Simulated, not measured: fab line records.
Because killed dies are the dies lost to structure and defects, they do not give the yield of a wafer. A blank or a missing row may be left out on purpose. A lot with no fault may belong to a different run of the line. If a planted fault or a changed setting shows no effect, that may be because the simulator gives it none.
One fault through the eyes of 2 desks | flow gf180mcu | every desk sees just its own numbers, and what lay behind them comes last

AT THE TOOL OWNER'S DESK: plasma asher-02
The tool's own readings at GF_M4_STRIP_17 (strips in O2/N2): means of the sampled wafers that have a number, for each lot that ran on this tool. Marked OUT: a lot whose mean sits more than 4 standard deviations from the usual mean, which makes it out of limits; the brackets give that distance.
Columns: A = chamber pressure mTorr at GF_M4_STRIP_17, usual 1500.2 mTorr; B = drypump motor current A at GF_M4_STRIP_17, usual 5.7 A; C = heater power w at GF_M4_STRIP_17, usual 307 W; D = n2 flow sccm at GF_M4_STRIP_17, usual 300.2 sccm; E = oes product au at GF_M4_STRIP_17, usual 0.558 a.u.; F = strip time to endpoint s at GF_M4_STRIP_17, usual 7.87 s
lot  | first seen here | A      | B   | C   | D     | E     | F
L332 | day 30 04:43    | 1499.6 | 5.2 | 297 | 299.7 | 0.558 | 7.88
This desk's finding: nothing out of limits on the one lot.

THE METROLOGY DESK
What the gauges read, lot by lot, whatever tool the lot ran on: means of the sampled wafers that have a number. Marked OUT: a lot whose mean sits more than 4 standard deviations from the usual mean, which makes it out of limits; the brackets give that distance.
Columns: A = M4_ALCU_RS at GF_M4_RS_MEAS_05, usual 0.0689 ohm/sq; B = M4_ALCU_THK at GF_M4_THK_MEAS_06, usual 452 nm; C = cd nm at GF_M4_CD_MEAS_14, usual 280.1 nm; D = M4_OVL at GF_M4_OVL_MEAS_15, usual -5 nm
lot  | first seen here | A      | B   | C     | D
L316 | day 24 12:04    | 0.0679 | 456 | 279.7 | -2
L318 | day 24 21:41    | 0.0684 | 455 | 279.7 | -13
L319 | day 25 09:29    | 0.0693 | 454 | 280.0 | -13
L328 | day 28 04:28    | 0.0692 | 448 | 280.0 | -10
L331 | day 29 01:01    | 0.0688 | 448 | 282.2 | -5
L332 | day 29 10:05    | 0.0689 | 450 | 278.3 | -7
This desk found nothing out of limits on any of the 6 lots.

TAKEN TOGETHER
The tool owner's desk saw nothing out of limits.
From the metrology desk's view, nothing was out of limits.

WHAT THE SIMULATOR HAD INSERTED
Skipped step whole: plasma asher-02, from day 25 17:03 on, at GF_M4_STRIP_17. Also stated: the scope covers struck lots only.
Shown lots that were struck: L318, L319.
